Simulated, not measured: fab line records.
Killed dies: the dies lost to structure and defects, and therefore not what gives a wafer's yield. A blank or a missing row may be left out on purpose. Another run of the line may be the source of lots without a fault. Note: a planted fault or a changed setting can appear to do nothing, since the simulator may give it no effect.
Chamber matching :: flow sky130 :: 3 sister chambers for SKY_PASSIVATION_CVD_00 on pecvd-01
The step deposits SiO2, target thk 90 nm. 16 wafers are shown with their chamber, then 8 later ones without.

WAFERS WITH THEIR CHAMBER
wafer: L401.2
chamber: 2
heater power w (W): 696
heater power outer w (W): 416

wafer: L401.5
chamber: 2
heater power w (W): 724
heater power outer w (W): 411

wafer: L401.6
chamber: 0
heater power w (W): 570
heater power outer w (W): 301

wafer: L403.1
chamber: 2
heater power w (W): 833
heater power outer w (W): 504

wafer: L403.2
chamber: 1
heater power w (W): 667
heater power outer w (W): 386

wafer: L403.3
chamber: 0
heater power w (W): 551
heater power outer w (W): 303

wafer: L405.1
chamber: 2
heater power w (W): 743
heater power outer w (W): 442

wafer: L405.2
chamber: 1
heater power w (W): 655
heater power outer w (W): 359

wafer: L405.5
chamber: 0
heater power w (W): 598
heater power outer w (W): 335

wafer: L411.1
chamber: 0
heater power w (W): 583
heater power outer w (W): 328

wafer: L411.3
chamber: 1
heater power w (W): 597
heater power outer w (W): 321

wafer: L411.5
chamber: 0
heater power w (W): 592
heater power outer w (W): 332

wafer: L414.1
chamber: 1
heater power w (W): 659
heater power outer w (W): 370

wafer: L414.2
chamber: 0
heater power w (W): 657
heater power outer w (W): 384

wafer: L414.4
chamber: 1
heater power w (W): 646
heater power outer w (W): 371

wafer: L416.3
chamber: 1
heater power w (W): 669
heater power outer w (W): 374

SIGNATURES, as means of the wafers listed above
reading: heater power w
chamber 0: 591.83
chamber 1: 648.83
chamber 2: 749.00
scatter within a chamber: 39.8

reading: heater power outer w
chamber 0: 330.50
chamber 1: 363.50
chamber 2: 443.25
scatter within a chamber: 31.1
Rule: a wafer's distance from a chamber is the root of the sum, over the readings, of the square of ((its reading less the chamber's mean) divided by the reading's scatter). The wafer belongs to the nearest chamber; if the next one is less than 2 further off, it can't be placed. How the scatter is found: for the shown wafers, subtract from each reading the mean of its chamber, square and add these, divide the total by (wafers less chambers), then take the root.

WAFERS WITH NO CHAMBER GIVEN
wafer: L416.4
heater power w (W): 809
heater power outer w (W): 488

wafer: L416.6
heater power w (W): 560
heater power outer w (W): 300

wafer: L417.1
heater power w (W): 582
heater power outer w (W): 338

wafer: L417.5
heater power w (W): 641
heater power outer w (W): 359

wafer: L417.6
heater power w (W): 611
heater power outer w (W): 329

wafer: L420.2
heater power w (W): 549
heater power outer w (W): 299

wafer: L420.3
heater power w (W): 668
heater power outer w (W): 379

wafer: L420.6
heater power w (W): 648
heater power outer w (W): 384

WHICH CHAMBER EACH WENT THROUGH
wafer: L416.4
from the rows above: 2
in truth: 2

wafer: L416.6
from the rows above: can't be placed: 0 or 1
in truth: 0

wafer: L417.1
from the rows above: can't be placed: 0 or 1
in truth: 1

wafer: L417.5
from the rows above: can't be placed: 1 or 0
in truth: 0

wafer: L417.6
from the rows above: can't be placed: 0 or 1
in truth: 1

wafer: L420.2
from the rows above: can't be placed: 0 or 1
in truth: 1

wafer: L420.3
from the rows above: can't be placed: 1 or 0
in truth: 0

wafer: L420.6
from the rows above: can't be placed: 1 or 0
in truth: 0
1 of 8 placed correctly. Unplaceable from these rows: 7, with the true chamber sitting among the candidates in 7. 0 placed wrongly.
